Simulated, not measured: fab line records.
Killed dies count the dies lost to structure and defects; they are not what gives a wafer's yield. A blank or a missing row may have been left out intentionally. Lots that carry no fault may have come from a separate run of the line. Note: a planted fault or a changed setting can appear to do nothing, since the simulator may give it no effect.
fab line records    flow sky130
[record] lots = 4  wafers = 12  last_day = 50
route steps=708 shown VIA3@593 METAL4@598 CAP2M@603 PAD_OPEN@708
lots that met no fault: taken from a fault-free run of the same line
start_h: the number of hours between the record's first day and the start of the first shown wafer of the lot    wait_h: hours elapsed since this lot's preceding step    " unchanged from the row above    L1.1+2: one row covering several wafers at once    - no value, or no start was given    * or withheld: withheld    < > ~ a bound
route shown NAME@n: a module of which the file shows steps, and the number in the route of the first    usual: mean/standard deviation of fault-free wafers    same: alike in all rows    chamber/n: place in a boat    sites: per-site readings    _std_site: standard deviation of those values    _edge_site: mean of outer sites minus mean of inner sites    radius_mm: for every site, how far away it sits from the centre of the wafer    mask NAME#n: copy n    behind: the most recent tool/chamber to have shaped the wafer    hold: reason for holding the lot/hours on hold/outcome of the hold    device: whichever transistor did not switch (one of n, p or np)    end of line: at the end of the route, the tests of the same wafers    where a step has no rows: the recipe by itself    killed: the dies lost at the first sort to structure and to defects; this is not the yield of the wafer    map: shows each die of a wafer: x if killed, . if not, _ if none is there
set.NAME: setting as actually run; set.NAME@STEP: the setting as run at that earlier step    model.NAME: the simulator's own value behind a step, which no gauge read
a table for each step, a row for each wafer; lots at some steps of the route
services: a tool's chamber out of use, with start hour (start_h, from the record's first day; less than 0 if before it), hours out, and reason
[[steps]]
[step SKY_VIA3_SPUTTER_20]
[recipe] material = TiN  target_thk_nm = 20  chamber_pressure_pa = 5  power_w = 4000  time_s = 80
[step SKY_VIA3_CVD_21]
[recipe] material = W  target_thk_nm = 390  time_s = 117.31  temp_c = 400  pressure_torr = 40
[step SKY_VIA3_CMP_24]
[recipe] stop_on = SiO2  t_overpolish_s = 20  down_force_psi = 3.5  platen_rpm = 60  target_thk_nm = 0  pad_velocity_m_s = 0.94248
[step SKY_METAL4_SPUTTER_00]
[recipe] material = Ti  target_thk_nm = 15  power_w = 3000  time_s = 10  chamber_pressure_pa = 0.4
[step SKY_METAL4_SPUTTER_01]
[recipe] material = TiN  target_thk_nm = 20  power_w = 6500  time_s = 16.7  chamber_pressure_pa = 0.4
[step SKY_METAL4_SPUTTER_02]
[recipe] material = AlCu  target_thk_nm = 735  power_w = 10600  time_s = 39.1  chamber_pressure_pa = 0.4
[step SKY_METAL4_SPUTTER_03]
[recipe] material = Ti  target_thk_nm = 5  power_w = 3000  time_s = 3.3  chamber_pressure_pa = 0.4
[step SKY_METAL4_SPUTTER_04]
[recipe] material = TiN  target_thk_nm = 70  power_w = 6500  time_s = 58.3  chamber_pressure_pa = 0.4
[step SKY_CAP2M_CVD_00]
[recipe] material = SiO2  target_thk_nm = 15.5  temp_c = 400  time_s = withheld  rf_w = 450
[step SKY_CAP2M_SPUTTER_02]
[recipe] material = TiN  target_thk_nm = 200  temp_c = 300  power_w = 6500  time_s = 166.7  chamber_pressure_pa = 0.4
[usual] throttle_valve_pct = 29.9/1.2
lot.wafer  tool            chamber  start_h  wait_h  throttle_valve_pct  model.TiN_of_CAP2M_SPUTTER_02.thk_nm
L477.1     pvd_sputter-03  -        1022.71  0.1     30.9                202.1
L477.3     "               -        "        "       29.8                200
L477.6     "               -        "        "       30.9                201
L482.3     pvd_sputter-03  -        1049.19  0.0     30.7                165.1
L482.5     "               -        "        "       31.7                163.7
L482.6     "               -        "        "       29.6                163.7
L483.2     pvd_sputter-03  -        1052.42  0.0     30.6                164.8
L483.3     "               -        "        "       29.8                162.5
L483.4     "               -        "        "       30.3                165.3
L487.2     pvd_sputter-04  -        1077.05  0.0     28.4                200.9
L487.4     "               -        "        "       28.2                200.7
L487.5     "               -        "        "       28.8                202.2
[step SKY_CAP2M_RS_MEAS_03]
[recipe] thk_meas_gauge = four-point-probe  reads = TiN_of_CAP2M_SPUTTER_02
[usual] CAP2M_TIN_RS = 6.87/0.053
lot.wafer  tool           chamber  start_h  wait_h  CAP2M_TIN_RS[ohm/sq]
L477.1     film_metro-03  -        1022.82  0.1     6.84
L477.3     "              -        "        "       6.90
L477.6     "              -        "        "       6.87
L482.3     film_metro-04  -        1049.34  0.1     8.39
L482.5     "              -        "        "       8.49
L482.6     "              -        "        "       8.48
L483.2     film_metro-01  -        1052.60  0.1     8.44
L483.3     "              -        "        "       8.56
L483.4     "              -        "        "       8.42
L487.2     film_metro-04  -        1077.18  0.1     6.86
L487.4     "              -        "        "       6.89
L487.5     "              -        "        "       6.84
[step SKY_CAP2M_THK_MEAS_04]
[recipe] thk_meas_gauge = xrf  reads = TiN_of_CAP2M_SPUTTER_02
[usual] CAP2M_TIN_THK = 199.9/1.7
lot.wafer  tool           chamber  start_h  wait_h  CAP2M_TIN_THK[nm]
L477.1     film_metro-03  -        1022.94  0.1     199.7
L477.3     "              -        "        "       198.9
L477.6     "              -        "        "       201.5
L482.3     film_metro-04  -        1049.44  0.1     165.7
L482.5     "              -        "        "       164.3
L482.6     "              -        "        "       164.0
L483.2     film_metro-01  -        1052.71  0.1     163.5
L483.3     "              -        "        "       161.3
L483.4     "              -        "        "       164.3
L487.2     film_metro-04  -        1077.29  0.1     200.2
L487.4     "              -        "        "       199.4
L487.5     "              -        "        "       201.7
[step SKY_CAP2M_DEHYDRATE_05]
[recipe] temp_c = 200  time_s = 60
[step SKY_CAP2M_HMDS_06]
[recipe] prime_time_s = 60  prime_temp_c = 120
[step SKY_CAP2M_COAT_07]
[recipe] resist = NOVOLAK  spin_rpm = 3000  resist_thk_nm = 1140
[step SKY_CAP2M_SOFTBAKE_08]
[recipe] temp_c = 90  time_s = 60  resist = NOVOLAK
[step SKY_CAP2M_EXPOSE_09]
[recipe] mask_id = CAP2M  na = 0.6  source_shape = conventional  sigma_outer = 0.6  polarization = unpolarized  target_cd_nm = 1000  dose_mj = 159
[step SKY_CAP2M_PEB_10]
[recipe] temp_c = withheld  time_s = *  resist = NOVOLAK
[step SKY_CAP2M_DEVELOP_11]
[recipe] resist = NOVOLAK  developer = TMAH  develop_time_s = 60  dev_temp_c = 23
[step SKY_CAP2M_METAL_ETCH_13]
[recipe] target_depth_nm = 220  stop_on = SiO2  chemistry = Cl2/BCl3  target = TiN  pressure_mtorr = 10  icp_w = 900  bias_w = 48.5  Cl2_flow_sccm = 60  bcl3_flow_sccm = 30  time_s = 62.9
[usual] drypump_motor_current_A = 5.6/0.39  oes_product_au = 0.945/0.0058  throttle_valve_pct = 21.899/0.0091
lot.wafer  tool          chamber  start_h  wait_h  drypump_motor_current_A  oes_product_au  rf_hours_counter_h  throttle_valve_pct
L477.1     rie_metal-03  0        1045.26  0.0     6.4                      0.944           13                  21.899
L477.3     "             0        "        "       6.4                      0.937           -                   21.903
L477.6     "             1        "        "       6.1                      0.953           -                   21.893
L482.3     rie_metal-01  0        1070.63  0.0     5.6                      0.843           -                   21.957
L482.5     "             1        "        "       5.6                      0.834           -                   21.964
L482.6     "             0        "        "       5.6                      0.841           -                   21.964
L483.2     rie_metal-01  1        1073.56  0.0     5.6                      0.845           18                  21.960
L483.3     "             1        "        "       5.6                      0.840           -                   21.969
L483.4     "             0        "        "       5.6                      0.840           -                   21.971
L487.2     rie_metal-01  1        1097.21  0.0     5.6                      0.951           20                  21.886
L487.4     "             1        "        "       5.6                      0.945           -                   21.912
L487.5     "             0        "        "       5.6                      0.946           -                   21.889
[step SKY_CAP2M_STRIP_14]
[recipe] chemistry = O2/N2  power_w = 1400  pressure_mtorr = 1500  platen_temp_c = withheld  o2_flow_sccm = 3000  n2_flow_sccm = 300  overash_fraction = 0.5
[step SKY_CAP2M_STRIP_15]
[recipe] chemistry = post_etch_residue_remover  time_s = 1200  temp_c = 72.5
[step SKY_CAP2M_CLEAN_16]
[recipe] chemistry = IPA  time_s = 180  temp_c = 25
[step SKY_CAP2M_CLEAN_17]
[recipe] chemistry = O3/DIW  dry = n2_spin
[step SKY_METAL4_DEHYDRATE_05]
[recipe] temp_c = 200  time_s = 60
[step SKY_METAL4_HMDS_06]
[recipe] prime_time_s = 60  prime_temp_c = 120
[step SKY_METAL4_COAT_07]
[recipe] resist = BARC  temp_c = withheld  time_s = withheld  spin_rpm = 3000  resist_thk_nm = 60
[step SKY_METAL4_COAT_08]
[recipe] resist = KrF-thick  spin_rpm = 3000  resist_thk_nm = 1140
[step SKY_METAL4_SOFTBAKE_09]
[recipe] temp_c = 100  time_s = 90  resist = KrF-thick
[step SKY_METAL4_EXPOSE_10]
[recipe] mask_id = MM4  na = 0.68  source_shape = annular  sigma_inner = 0.4  sigma_outer = 0.8  target_cd_nm = 300  dose_mj = 28
[step SKY_METAL4_PEB_11]
[recipe] peb_temp_c = withheld  peb_time_s = withheld  resist = KrF-thick
[step SKY_METAL4_DEVELOP_12]
[recipe] develop_time_s = 60  resist = KrF-thick  dev_temp_c = 21
[step SKY_METAL4_DESCUM_15]
[recipe] chemistry = O2  source_power_w = 150  bias_power_w = 0  pressure_mtorr = 10  temp_c = 40  time_s = 8
[step SKY_METAL4_ETCH_16]
[recipe] chemistry = N2/H2  target = BARC  ion_energy_ev = 200  bias_w = 100  pressure_mtorr = 30  n2_flow_sccm = 100  h2_flow_sccm = 200  icp_w = 500  stop_on = SiO2  time_s = 88.2  target_depth_a = 600
[step SKY_METAL4_ETCH_17]
[recipe] target = SiO2  stop_on = TiN  chemistry = C4F8/O2/Ar  source_w = 1500  bias_w = 1200  pressure_mtorr = 40  c4f8_flow_sccm = withheld  O2_flow_sccm = 6  Ar_flow_sccm = 300  time_s = 3.9  target_depth_a = 150
[step SKY_METAL4_METAL_ETCH_18]
[recipe] target_depth_a = 8450  stop_on = SiO2  over_etch_frac = 0.3  time_s = 183.1  chemistry = Cl2/BCl3  resist_sidewall_deg = 88  pressure_mtorr = 10  icp_w = 900  bias_w = 48.5  Cl2_flow_sccm = 60  bcl3_flow_sccm = 30
[step SKY_METAL4_STRIP_20]
[recipe] chemistry = post_etch_residue_remover  time_s = 1200  temp_c = 72.5
[usual] temp_c = 72.49/0.12
lot.wafer  tool          chamber  start_h  wait_h  temp_c  model.TiN_of_CAP2M_SPUTTER_02.thk_nm
L477.1     wet_bench-02  0        1067.56  0.1     72.74   201.2
L477.3     "             0        "        "       72.64   199.2
L477.6     "             0        "        "       72.54   200.2
L482.3     wet_bench-01  1        1092.36  0.0     72.66   164.3
L482.5     "             1        "        "       72.59   162.8
L482.6     "             1        "        "       72.78   162.8
L483.2     wet_bench-04  3        1095.57  0.1     72.48   164
L483.3     "             3        "        "       72.38   161.7
L483.4     "             3        "        "       72.51   164.5
L487.2     wet_bench-04  0        1118.11  0.1     72.41   200.1
L487.4     "             0        "        "       72.41   199.8
L487.5     "             0        "        "       72.51   201.3
[step SKY_PAD_OPEN_PROBE_99]
[usual] defect_limited_yield = 82.3/2  killed_at_M0_to_M3 = 43/7.3  killed_at_M4_up = 3.2/1.8  killed_at_contacts = 24/5.8  killed_at_front_end = 16/4.5  killed_at_other = 0.3/0.53  killed_dies = 87/9.9  killed_open = 48/6.8  killed_short = 39/6.9  sort_bin_3_pad_short = 0.8/0.42  sort_bin_5_function = 10.4/1.6  sort_bin_6_memory = 6.4/1.2  sort_n_pass = 405/9.9  sort_yield_pct = 82.3/2
[same] gross_dies = 492  killed_at_back_side = 0  sort_bin_4_leakage[%] = 0  sort_bin_8_speed[%] = 0
lot.wafer  tool       chamber  start_h  wait_h  defect_limited_yield[%]  killed_at_M0_to_M3  killed_at_M4_up  killed_at_contacts  killed_at_front_end  killed_at_other  killed_dies  killed_open  killed_short  sort_bin_3_pad_short[%]  sort_bin_5_function[%]  sort_bin_6_memory[%]  sort_n_pass  sort_yield_pct[%]  model.etest.cap_mim2.plate_ohm_sq  model.etest.cap_mim2.bv_v  model.etest.cap_mim2.leak_log10_a_cm2
L477.1     prober-02  -        1150.80  0.1     83.5                     47                  4                19                  11                   0                81           44           37            0.6                      11.4                    4.5                   411          83.5               5.909                              14.01                      -9.004
L477.3     prober-02  -        1150.90  0.2     80.3                     46                  2                35                  13                   1                97           51           46            0.8                      12.2                    6.7                   395          80.3               6.032                              14.27                      -9.076
L477.6     prober-02  -        1151.05  0.2     83.7                     37                  4                26                  13                   0                80           55           25            0.2                      9.6                     6.5                   412          83.7               5.921                              14.29                      -9.078
L482.3     prober-01  -        1173.33  0.2     81.9                     43                  3                23                  19                   1                89           60           29            0.6                      10.6                    6.9                   403          81.9               7.248                              12.79                      -8.547
L482.5     prober-01  -        1173.43  0.2     78.5                     54                  3                26                  23                   0                106          52           54            1.8                      12.0                    7.7                   386          78.5               7.311                              12.6                       -8.426
L482.6     prober-01  -        1173.48  0.2     85.0                     34                  3                23                  14                   0                74           48           26            0.4                      8.5                     6.1                   418          85.0               7.338                              12.69                      -8.575
L483.2     prober-02  -        1174.78  0.1     82.1                     39                  3                33                  13                   0                88           52           36            0.2                      9.6                     8.1                   404          82.1               7.234                              12.7                       -8.416
L483.3     prober-02  -        1174.83  0.2     81.1                     40                  6                25                  22                   0                93           50           43            2.0                      9.8                     7.1                   399          81.1               7.397                              12.73                      -8.551
L483.4     prober-02  -        1174.88  0.2     79.5                     49                  5                31                  15                   1                101          56           45            1.0                      11.0                    8.5                   391          79.5               7.239                              12.81                      -8.655
L487.2     prober-02  -        1193.20  0.1     76.2                     58                  5                33                  21                   0                117          61           56            1.0                      14.6                    8.1                   375          76.2               5.939                              13.96                      -8.979
L487.4     prober-02  -        1193.30  0.2     84.8                     42                  3                13                  17                   0                75           49           26            0                        10.0                    5.3                   417          84.8               6.018                              13.41                      -8.892
L487.5     prober-02  -        1193.35  0.2     85.8                     34                  3                19                  14                   0                70           37           33            0.6                      6.9                     6.7                   422          85.8               5.933                              14.22                      -8.983
// killed by level:class
L477.1 METAL1:geometric_particle:short=9 LI_CONTACT:geometric_particle:open=7 VIA1:geometric_particle:open=7 VIA3:geometric_particle:open=6 METAL2:geometric_particle:short=6 VIA2:geometric_particle:short=4 CONTACT:geometric_particle:open=4 VIA2:geometric_particle:open=4
L477.3 VIA1:geometric_particle:open=17 LI_CONTACT:geometric_particle:open=10 METAL2:geometric_particle:short=10 FIELD_ISO:geometric_particle:short=8 CONTACT:geometric_particle:open=8 LI_CONTACT:geometric_particle:short=6 LOCAL_INTERCONNECT:geometric_particle:short=6 VIA2:geometric_particle:open=5
L477.6 VIA1:geometric_particle:open=13 CONTACT:geometric_particle:open=11 VIA2:geometric_particle:open=9 LI_CONTACT:geometric_particle:open=7 FIELD_ISO:geometric_particle:open=6 METAL1:geometric_particle:short=4 LOCAL_INTERCONNECT:geometric_particle:short=3 VIA1:geometric_particle:short=3
L482.3 CONTACT:geometric_particle:open=13 VIA1:geometric_particle:open=10 VIA2:geometric_particle:open=8 VIA3:geometric_particle:open=7 FIELD_ISO:geometric_particle:short=6 FIELD_ISO:geometric_particle:open=5 LI_CONTACT:geometric_particle:open=5 POLY_GATE:geometric_particle:open=4
L482.5 VIA1:geometric_particle:open=13 METAL2:geometric_particle:short=8 LI_CONTACT:geometric_particle:open=7 METAL1:geometric_particle:short=7 POLY_GATE:geometric_particle:open=6 LOCAL_INTERCONNECT:geometric_particle:short=6 SPACER:geometric_particle:short=5 CONTACT:geometric_particle:open=5
L482.6 VIA2:geometric_particle:open=9 CONTACT:geometric_particle:open=9 FIELD_ISO:geometric_particle:open=7 METAL1:geometric_particle:short=7 VIA1:geometric_particle:open=6 LOCAL_INTERCONNECT:geometric_particle:short=5 VIA3:geometric_particle:open=5 POLY_GATE:geometric_particle:short=3
L483.2 CONTACT:geometric_particle:open=14 LI_CONTACT:geometric_particle:open=11 VIA1:geometric_particle:open=9 VIA1:geometric_particle:short=7 VIA2:geometric_particle:open=7 METAL2:geometric_particle:short=5 FIELD_ISO:geometric_particle:short=3 POLY_GATE:geometric_particle:short=3
L483.3 CONTACT:geometric_particle:open=11 VIA1:geometric_particle:open=9 LI_CONTACT:geometric_particle:open=6 FIELD_ISO:geometric_particle:short=5 METAL2:geometric_particle:short=5 POLY_GATE:geometric_particle:short=4 SPACER:geometric_particle:open=4 CONTACT:geometric_particle:short=4
L483.4 CONTACT:geometric_particle:open=16 VIA1:geometric_particle:open=9 VIA2:geometric_particle:open=7 VIA3:geometric_particle:open=6 LI_CONTACT:geometric_particle:open=5 METAL1:geometric_particle:short=5 METAL3:geometric_particle:short=5 FIELD_ISO:geometric_particle:open=4
L487.2 VIA1:geometric_particle:open=14 METAL2:geometric_particle:short=11 CONTACT:geometric_particle:open=10 LI_CONTACT:geometric_particle:open=9 METAL1:geometric_particle:short=7 POLY_GATE:geometric_particle:open=6 VIA3:geometric_particle:open=6 VIA2:geometric_particle:short=6
L487.4 VIA1:geometric_particle:open=16 POLY_GATE:geometric_particle:open=5 POLY_GATE:geometric_particle:short=5 VIA3:geometric_particle:open=5 CONTACT:geometric_particle:short=4 VIA2:geometric_particle:open=4 FIELD_ISO:geometric_particle:open=3 SPACER:geometric_particle:open=3
L487.5 LI_CONTACT:geometric_particle:open=7 CONTACT:geometric_particle:open=6 METAL2:geometric_particle:short=6 VIA3:geometric_particle:open=6 FIELD_ISO:geometric_particle:short=5 VIA2:geometric_particle:open=5 POLY_GATE:geometric_particle:open=4 METAL1:geometric_particle:short=4
[[services]]
tool          chamber  start_h  hours  kind
rie_metal-03  1        1101.91  -      clean
rie_metal-03  1        1101.91  -      consumable_replace:focus_ring
rie_metal-03  1        1101.91  17.1   scheduled_down
rie_metal-03  1        1101.91  17.1   vent_cycle
wet_bench-04  -        1107.93  2.3    repair
wet_bench-01  -        1116.06  2.2    repair
[[key]]
[first_sign] step = SKY_CAP2M_RS_MEAS_03  reading = CAP2M_TIN_RS  direction = up  sigmas = 30  usual = 6.87  struck = 8.46
[effect] step = SKY_CAP2M_THK_MEAS_04  reading = CAP2M_TIN_THK  direction = down  sigmas = 22  usual = 199.9  struck = 163.8
[effect] step = SKY_CAP2M_METAL_ETCH_13  reading = oes_product_au  direction = down  sigmas = 18  usual = 0.945  struck = 0.841
[model_effect] step = SKY_CAP2M_SPUTTER_02  value = TiN_of_CAP2M_SPUTTER_02.thk_nm  without = 198.8  struck = 164.2
[model_effect] step = SKY_METAL4_STRIP_20  value = TiN_of_CAP2M_SPUTTER_02.thk_nm  without = 197.9  struck = 163.3
[model_effect] step = SKY_PAD_OPEN_PROBE_99  value = etest.cap_mim2.plate_ohm_sq  without = 6.025  struck = 7.295
met_at SKY_CAP2M_SPUTTER_02
struck_wafers L482.3,L482.5,L482.6,L483.2,L483.3,L483.4
onset_between 1022.71 1049.19
[fault] kind = process_parameter_drift  tool = pvd_sputter-03  chamber = -  onset_h = 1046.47  steps = SKY_CAP2M_SPUTTER_02  channel = time_s  offset = *  shape = step  end_h = 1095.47  acts_in = *  stated = *
